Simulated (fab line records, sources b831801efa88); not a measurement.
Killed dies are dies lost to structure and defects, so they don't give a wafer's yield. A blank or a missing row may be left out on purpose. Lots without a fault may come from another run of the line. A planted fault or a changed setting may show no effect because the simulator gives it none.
Which tool did it? | flow sky130 | 13 lots, 39 wafers sampled, at 2 steps of a route of 708

WHAT THE GAUGES READ, wafer by wafer
SKY_VT_ADJUST_NCORE_CD_MEAS_07: target cd 380 nm.
lot  | measured     | on        | cd_nm (nm)
L343 | day 8 18:46  | cd_sem-01 | 380.0 382.7 379.9
L345 | day 9 18:52  | cd_sem-01 | 375.4 376.0 374.8
L347 | day 9 20:28  | cd_sem-01 | 378.4 377.0 377.5
L348 | day 10 13:25 | cd_sem-02 | 377.7 379.4 376.6
L349 | day 10 13:57 | cd_sem-01 | 380.1 378.3 381.2
L352 | day 11 11:11 | cd_sem-02 | 385.5 385.6 384.8
L354 | day 11 20:34 | cd_sem-01 | 379.7 382.0 379.7
L360 | day 13 19:05 | cd_sem-02 | 377.5 378.5 378.7
L361 | day 13 21:50 | cd_sem-01 | 381.2 379.6 381.8
L362 | day 14 09:25 | cd_sem-01 | 378.5 378.1 378.7
L363 | day 14 09:40 | cd_sem-02 | 378.2 379.2 378.4
L365 | day 15 02:05 | cd_sem-02 | 379.3 381.5 380.8
L366 | day 15 10:38 | cd_sem-02 | 378.4 378.4 380.1

SKY_POLY_GATE_CD_MEAS_13: target cd 150 nm.
lot  | measured     | on        | cd_nm (nm)
L343 | day 16 12:22 | cd_sem-02 | 150.5 150.3 150.2
L345 | day 17 17:34 | cd_sem-01 | 148.8 149.7 149.3
L347 | day 18 00:38 | cd_sem-02 | 149.4 150.0 149.9
L348 | day 18 23:16 | cd_sem-02 | 149.8 148.6 149.4
L349 | day 19 00:32 | cd_sem-02 | 150.1 149.2 148.7
L352 | day 20 00:58 | cd_sem-02 | 151.6 152.2 152.6
L354 | day 20 14:03 | cd_sem-02 | 147.5 146.7 146.9
L360 | day 22 18:53 | cd_sem-01 | 149.0 146.8 148.4
L361 | day 22 22:49 | cd_sem-02 | 147.3 148.1 146.8
L362 | day 23 15:22 | cd_sem-01 | 149.6 150.6 150.1
L363 | day 23 15:29 | cd_sem-02 | 151.8 152.6 151.4
L365 | day 24 13:59 | cd_sem-02 | 149.0 149.2 149.6
L366 | day 24 20:34 | cd_sem-01 | 150.0 149.5 150.1

WHICH TOOL RAN EACH LOT (tool, then ch and the chambers of the sampled wafers, then the start)
The record holds no process step before these readings.

WHAT THE TOOLS THEMSELVES READ (means of the sampled wafers that have a number; where no wafer has one, the mark that the record gives instead)
The record holds no such reading with a usual standard deviation.

THE ANSWER, worked out from the rows above alone
Rule: what is usual is taken from the lots themselves. Put in order of their means at a reading, lots are off if they are a third of the lots or fewer, leave a main group of 4 or more, and stand apart from it by a gap of 3 or more times the standard deviation of the main group's means; of several such gaps the widest counts. A main group whose means are all the same, to the digits that the tables above print for the reading, isn't used. A lot without any number at a reading at which 4 lots or more have one is off too. The other lots that the step has rows for count as sound. The gauges are gone through in route order, then the tools' own readings, and for those a lot's mean is taken as printed above. The first step at which some lot is off is used, and at that step the reading that is off furthest; a lot without a number counts as furthest.
No lot is off at any reading shown: from this, nothing can be told.

WHAT THE SIMULATOR HAD PUT IN
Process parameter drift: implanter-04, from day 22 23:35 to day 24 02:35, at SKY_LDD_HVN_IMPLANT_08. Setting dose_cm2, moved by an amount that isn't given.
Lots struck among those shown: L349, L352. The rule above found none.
